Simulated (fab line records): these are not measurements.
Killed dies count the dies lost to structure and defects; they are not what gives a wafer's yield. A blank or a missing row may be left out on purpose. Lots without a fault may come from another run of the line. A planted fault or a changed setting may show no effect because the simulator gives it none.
Split-lot study ; flow sfq_line ; 23 wafers read across 5 lots, on a route 325 steps long

== THE SPLIT ITSELF ==
At SFQ_TRILAYER_L0_LITHO_COAT_005 (resist thk 600 nm), the setting spin_rpm was moved away from the recipe's 3000 rpm on 5 of the 23 wafers read, by -6.5% to +5.9%. This setting was run at the recipe's value on the other wafers.

The reading comes from the split's own step.

== THE READING ==
KrF_of_TRILAYER_L0_LITHO_COAT_005.thk_nm (the simulator's own value, which no gauge read), in nm, at SFQ_TRILAYER_L0_LITHO_COAT_005 (resist thk 600 nm). There is no usual value for it anywhere in the file. The 18 wafers here that ran the recipe average 601.0 nm, standard deviation 1.1 nm.

wafer;tool, chamber at the split;spin_rpm as run, rpm;against the recipe;KrF_of_TRILAYER_L0_LITHO_COAT_005.thk_nm, nm;against lot-mates on the recipe
L075.1;litho_track-01, 0;3000;recipe;599.2;-
L075.2;litho_track-01, 0;3176;+5.9%;583.6;-16.9
L075.3;litho_track-01, 0;3176;+5.9%;582.6;-17.9
L075.5;litho_track-01, 0;3000;recipe;601;-
L075.6;litho_track-01, 0;3000;recipe;601.2;-
L080.1;litho_track-03, 0;2806;-6.5%;622.9;+20.6
L080.3;litho_track-03, 0;3000;recipe;603.8;-
L080.4;litho_track-03, 0;2806;-6.5%;623.1;+20.8
L080.5;litho_track-03, 0;2806;-6.5%;622.7;+20.4
L080.6;litho_track-03, 0;3000;recipe;600.8;-
L082.1;litho_track-04, 0;3000;recipe;601;-
L082.2;litho_track-04, 0;3000;recipe;600.7;-
L082.4;litho_track-04, 0;3000;recipe;600.2;-
L082.5;litho_track-04, 0;3000;recipe;599.5;-
L082.6;litho_track-04, 0;3000;recipe;599.7;-
L084.1;litho_track-03, 0;3000;recipe;601.6;-
L084.2;litho_track-03, 0;3000;recipe;601.1;-
L084.6;litho_track-03, 0;3000;recipe;601.1;-
L084.4;litho_track-03, 0;3000;recipe;600.1;-
L084.5;litho_track-03, 0;3000;recipe;602.2;-
L085.2;litho_track-01, 0;3000;recipe;601.8;-
L085.3;litho_track-01, 0;3000;recipe;602.9;-
L085.4;litho_track-01, 0;3000;recipe;600.1;-

THE FIT
A straight line over all 23 wafers: KrF_of_TRILAYER_L0_LITHO_COAT_005.thk_nm changes by -3.26 nm for each +1% of spin_rpm; r = -0.99; the points scatter about the line by 1.2 nm.
The same after taking each lot's own level away (the mean of its wafers on the recipe; 23 wafers): -3.1 nm for each +1%; r = -1.00; scatter 0.91 nm.
The reading moves by 20 nm for the largest change in spin_rpm, on that fit.
Measured against the standard deviation above, the lots' own levels, which go from 600.22 to 602.30 nm, span 1.8 times it.
Consequently the slope shifts little with the lot-to-lot level, the two slopes agreeing.
Check: for one of the wafers moved furthest among these (-6.5%), held out of the fit, the line's prediction against its lot-mates is +20.1 nm. Against them it came out at +20.6 nm.

== THESE WAFERS: OTHER SPLITS ==
These wafers also went through other splits before the reading. Each is held against what the fit with the lots' levels taken away leaves over:
other split on the same wafers;wafers away from the commonest value;r with KrF_of_TRILAYER_L0_LITHO_COAT_005.thk_nm (lot level and that fit taken away)
SFQ_TRILAYER_INCOMING_OXIDATION_002 ox_time_s;18;-0.04

== THE FILE'S OWN FIT ==
KrF_of_TRILAYER_L0_LITHO_COAT_005.thk_nm changes by -3.08 nm for each +1% of spin_rpm, r = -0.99.
